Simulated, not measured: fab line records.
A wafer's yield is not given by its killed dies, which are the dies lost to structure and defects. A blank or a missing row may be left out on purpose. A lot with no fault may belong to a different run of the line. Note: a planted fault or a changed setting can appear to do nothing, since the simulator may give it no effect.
Comparing a struck lot with a sound one -- flow gf180mcu -- 14 steps out of a route of 602
Sound: wafers L476.1, L476.4, L476.5. Wafers L474.1, L474.3, L474.4 were the ones struck. The cause is given at the end.
Each step with rows lists, per side, the tool, then ch with its chambers, then its first start. Under that, the readings that differ: sound wafers -- struck wafers -- difference of the means -- sigmas: that difference in standard deviations of wafers without a fault.
alike: a reading whose means differ by less than 2 such deviations, as well as words and numbers matching on both sides. not compared: withheld readings; readings where some wafer has no value; bounds like >300 that might hide an equal value; numbers whose values overlap and for which the record gives no deviation.
Wherever a step has rows on one side only, a row that says differs or no value, or a row with sigmas, the two part there. Non-overlapping numbers with no deviation appear without sigmas and do not part them. A reading missing from all wafers of one side parts the sides only when that side holds two or more wafers.

first, 3 steps without rows for these wafers: GF_LVPWELL_EXPOSE_04 (exposes mask LVPWELL, target cd 600 nm); GF_LVPWELL_PEB_05; GF_LVPWELL_DEVELOP_06 (develop time 60 s).
GF_LVPWELL_OVL_MEAS_07:
  sound: overlay-02 at day 5 13:35; struck: overlay-02 at day 5 07:55
  alike: LVPWELL_OVL
then, 2 steps without rows for these wafers: GF_LVPWELL_IMPLANT_08; GF_LVPWELL_IMPLANT_09.
GF_LVPWELL_STRIP_10: strips in O2/N2.
  sound on plasma asher-01 ch 0,1, day 5 13:55; struck on plasma asher-01 ch 0,1, day 5 08:16
  alike: drypump motor current A, heater power w, o2 flow sccm, oes product au, strip time to endpoint s
  not compared: rf hours counter h
GF_LVPWELL_TW_MEAS_11:
  sound: film metro-01 at day 5 14:01; struck: film metro-03 at day 5 08:22
  alike: LVPWELL_TW
then, 4 steps without rows for these wafers: GF_MVSD_DEHYDRATE_00 (time 60 s); GF_MVSD_HMDS_01 (prime time 60 s); GF_MVSD_COAT_02 (resist thk 3000 nm); GF_MVSD_SOFTBAKE_03.
GF_MVSD_EXPOSE_04: exposes mask MVSD, target cd 1000 nm.
  struck on iline stepper-02, day 5 15:28; sound on iline stepper-02 ch 0, day 5 21:45
  no value came back on the struck wafers for exposure dose mJ cm2, focus offset nm (nm), sigma outer; on the sound wafers exposure dose mJ cm2 reads 259.88 260.43 260.24
  alike: mask
then, 1 step without rows for these wafers: GF_MVSD_PEB_05.

WHERE THEY PART
Only at GF_MVSD_EXPOSE_04, as far as this record shows.

WHY: what the simulator had put in
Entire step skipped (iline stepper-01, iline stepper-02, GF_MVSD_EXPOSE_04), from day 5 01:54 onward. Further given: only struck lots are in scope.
